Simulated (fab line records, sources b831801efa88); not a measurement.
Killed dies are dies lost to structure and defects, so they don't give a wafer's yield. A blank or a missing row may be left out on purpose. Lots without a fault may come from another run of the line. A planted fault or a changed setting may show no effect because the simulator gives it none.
Problem report in the 8D (eight disciplines) form, filled by code | flow sfq_line | the parts of the form that need people (team, actions taken, sign-off) are left out

1. THE PROBLEM
spin_speed_rpm at SFQ_TRILAYER_I3_VIA_LITHO_COAT_090 reads a mean of 1935.0 rpm on 6 wafers of 2 lots; wafers without a fault read 2999.6 rpm with a standard deviation of 2.1. That is -99 or more standard deviations from the usual mean.
The step: resist thk 62 nm.
First seen on wafer L784.2, day 35 12:03, on litho_track-01. The record holds 42 wafers of 14 lots with a number at this step. Rule for "out", or "out of limits": more than 4 standard deviations from the usual mean. The other wafers with a number count as sound.

2. WHAT IT IS AND WHAT IT IS NOT
question                    | is                     | is not
which readings at this step | spin_speed_rpm         | -
which lots                  | L784, L786             | L771, L772, L773, L774, L775, L776, L778, L785, L787, L791, L792, L793
which wafers of those lots  | all that have a number | -
read on which tools         | litho_track-01         | litho_track-03, litho_track-04
when                        | from day 35 12:03      | up to then (21 sound wafers); but 15 sound wafers of L785, L787, L791, L792, L793 came after

3. SUSPECTS, AND WHAT RULES EACH OUT
Counting: a tool at a process step up to the reading stays a suspect if it ran every lot that is out and no sound lot after the first of them.
- cmp-01 at SFQ_TRILAYER_I2_CMP_CMP_064 (polishes SiO2): ruled out as a lasting fault. Sound lots L787, L792, L793 ran on it after its first lot that is out, L784 (day 27 12:26).
- litho_track-01 at SFQ_TRILAYER_I3_VIA_LITHO_COAT_090 (resist thk 62 nm): kept. It ran every lot that is out, first L784 (day 35 12:03), and no sound lot after that; its last sound lot up to then is L776 (day 30 23:42). Its own readings are out on those wafers: spin_speed_rpm.
Left after counting: litho_track-01 at SFQ_TRILAYER_I3_VIA_LITHO_COAT_090.

4. THE CAUSE (what the simulator had put in)
Process parameter drift: litho_track-01, from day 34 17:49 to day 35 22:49, at SFQ_TRILAYER_I3_VIA_LITHO_COAT_090. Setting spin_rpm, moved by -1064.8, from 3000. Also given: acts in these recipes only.
Counting left only this tool.

5. THE CHAIN OF EFFECTS, in route order
Each row: a reading whose mean over the struck wafers that have a number lies more than 3 standard deviations from the usual. Only readings for which the record gives a usual standard deviation are gone through. hours: the time from each lot's start at the first step in this table that gives one to its start at this step, as a median over the lots. sigmas: the change in usual standard deviations.
hours | step                                       | reading        | usual      | on struck wafers | change  | sigmas
0     | SFQ_TRILAYER_I3_VIA_LITHO_COAT_090         | spin_speed_rpm | 2999.6 rpm | 1935.0           | -1064.5 | -99 or more
56    | SFQ_TRILAYER_I3_VIA_BARC_OPEN_VIA_ETCH_121 | oes_product_au | 0.686 a.u. | 0.760            | +0.074  | +15
The process steps in it:
- SFQ_TRILAYER_I3_VIA_LITHO_COAT_090: resist thk 62 nm.
- SFQ_TRILAYER_I3_VIA_BARC_OPEN_VIA_ETCH_121: etches BARC in O2, target depth 125 nm, time 41.7 s.

6. WHAT WOULD HAVE CAUGHT IT SOONER
In this record the first reading out of limits was taken at day 35 12:03, 18 hours after the fault began at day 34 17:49.
